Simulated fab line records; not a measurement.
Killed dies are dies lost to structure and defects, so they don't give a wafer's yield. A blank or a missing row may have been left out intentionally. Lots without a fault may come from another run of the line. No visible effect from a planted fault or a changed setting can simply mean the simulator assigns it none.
One fault through the eyes of 2 desks	flow gf180mcu	only its own numbers are on each desk; what lay behind them is given at the end

FOR THE TOOL OWNER'S DESK: litho-track-02
The tool's own readings at GF_V4_PEB_12 (peb time 90 s): means of the sampled wafers that have a number, for each lot that ran on this tool. The brackets show how far a lot's mean lies from the usual mean; more than 4 standard deviations puts the lot out of limits, marked OUT.
Columns: A = heater-power-total-W at GF_V4_PEB_12, usual 85.70 W
lot	first seen here	A
L831	day 25 20:11	85.74
L834	day 27 08:40	85.73
L836	day 27 11:01	85.72
L839	day 28 10:04	85.66
L841	day 28 19:16	85.73
L845	day 30 00:07	87.38 (+21) OUT
This desk finds L845 out of limits, L845 being first, at day 30 00:07 (heater-power-total-W at GF_V4_PEB_12). Within limits: L831, L834, L836, L839, L841.

METROLOGY DESK
What the gauges read for every lot (on any tool): the sampled wafers with a number, averaged. The brackets show how far a lot's mean lies from the usual mean; more than 4 standard deviations puts the lot out of limits, marked OUT.
Columns: A = M4_OVL at GF_M4_OVL_MEAS_15, usual -5 nm; B = V4_W_RS at GF_V4_RS_MEAS_24, usual 0.323 ohm/sq
lot	first seen here	A	B
L828	day 23 12:14	-6	0.327
L830	day 24 11:19	-9	0.321
L831	day 24 21:43	-4	0.316
L834	day 26 11:28	-8	0.327
L836	day 26 13:08	-10	0.324
L837	day 27 03:33	-2	0.326
L838	day 27 10:31	-9	0.320
L839	day 27 12:41	-0	0.319
L840	day 27 18:49	-8	0.319
L841	day 27 23:01	-3	0.319
L844	day 28 23:19	-8	0.330
L845	day 29 03:48	-3	0.326
L851	day 30 16:00	-3	0.324
Result from this desk: across the 13 lots, nothing is out of limits.

ALL TOGETHER
At day 30 00:07, on L845, the tool owner's desk was in a position to raise an alarm.
At the metrology desk, nothing out of limits was observed.
The metrology desk holds a record of L845, inside its limits.
The lots listed all ran GF_V4_PEB_12 on litho-track-02.

WHAT THE SIMULATOR PUT IN
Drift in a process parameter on litho-track-02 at GF_V4_PEB_12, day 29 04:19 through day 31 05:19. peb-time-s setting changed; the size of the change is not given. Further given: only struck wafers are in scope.
Struck lots among those shown: L845.
How many hours passed from the start of the fault until each desk's first out-of-limits reading: the tool owner's desk, 20.
